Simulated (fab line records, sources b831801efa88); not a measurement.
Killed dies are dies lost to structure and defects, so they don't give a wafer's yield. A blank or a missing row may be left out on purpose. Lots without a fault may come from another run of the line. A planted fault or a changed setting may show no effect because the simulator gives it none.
Chamber matching | flow gf180mcu | GF_V2_CMP_26 on cmp-01: 4 sister chambers
The step polishes, stops on SiO2, t overpolish 15 s, target thk 0 nm. 18 wafers are shown with their chamber, then 9 later ones without.

WAFERS WITH THEIR CHAMBER
wafer  | chamber | motor_current_A (A) | time_to_endpoint_s (s) | slurry_flow_ml_min
L815.2 | 2       | 9.6                 | 86                     | 150.1
L815.3 | 0       | 11.1                | 83                     | 149.4
L815.4 | 3       | 11.0                | 85                     | 151.1
L816.3 | 3       | 11.3                | 85                     | 149.2
L816.5 | 2       | 10.4                | 84                     | 149.7
L816.6 | 3       | 10.8                | 85                     | 150.1
L818.2 | 1       | 13.0                | 86                     | 150.2
L818.3 | 3       | 11.0                | 87                     | 150.0
L818.6 | 2       | 10.2                | 86                     | 149.2
L822.2 | 1       | 12.4                | 84                     | 149.8
L822.3 | 0       | 11.5                | 76                     | 149.6
L822.4 | 3       | 10.6                | 81                     | 150.6
L824.2 | 1       | 13.6                | 86                     | 150.2
L824.5 | 0       | 10.9                | 85                     | 150.1
L824.6 | 3       | 10.9                | 84                     | 150.5
L833.1 | 3       | 11.0                | 83                     | 149.9
L833.4 | 2       | 9.9                 | 80                     | 150.1
L833.5 | 1       | 12.8                | 90                     | 150.8

SIGNATURES (means of the wafers above)
reading            | chamber 0 | chamber 1 | chamber 2 | chamber 3 | scatter within a chamber
motor_current_A    | 11.167    | 12.950    | 10.025    | 10.943    | 0.336
time_to_endpoint_s | 81.33     | 86.50     | 84.00     | 84.29     | 2.79
slurry_flow_ml_min | 149.700   | 150.250   | 149.775   | 150.200   | 0.501
Rule: a wafer's distance from a chamber is the root of the sum, over the readings, of the square of ((its reading less the chamber's mean) divided by the reading's scatter). The wafer belongs to the nearest chamber; if the next one is less than 2 further off, it can't be placed. The scatter: the root of (the sum of the squares of (reading less its chamber's mean) over the shown wafers, divided by (wafers less chambers)).

WAFERS WITHOUT THEIR CHAMBER
wafer  | motor_current_A (A) | time_to_endpoint_s (s) | slurry_flow_ml_min
L835.1 | 9.8                 | 86                     | 150.2
L835.3 | 10.7                | 87                     | 150.0
L835.5 | 10.6                | 87                     | 150.8
L836.1 | 13.3                | 88                     | 150.4
L836.2 | 10.9                | 85                     | 149.7
L836.6 | 13.0                | 94                     | 150.4
L837.1 | 10.9                | 87                     | 149.9
L837.3 | 9.4                 | 84                     | 149.0
L837.6 | 13.2                | 89                     | 149.8

WHICH CHAMBER EACH WENT THROUGH
wafer  | from the rows above          | in truth
L835.1 | 2                            | 2
L835.3 | can't be placed: 3 or 2 or 0 | 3
L835.5 | can't be placed: 3 or 2 or 0 | 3
L836.1 | 1                            | 1
L836.2 | can't be placed: 3 or 0 or 2 | 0
L836.6 | 1                            | 1
L837.1 | can't be placed: 3 or 0 or 2 | 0
L837.3 | 2                            | 2
L837.6 | 1                            | 1
Placed correctly: 5 of 9. Can't be placed from these rows: 4 (the true chamber is among the candidates in 4). Placed wrongly: 0.
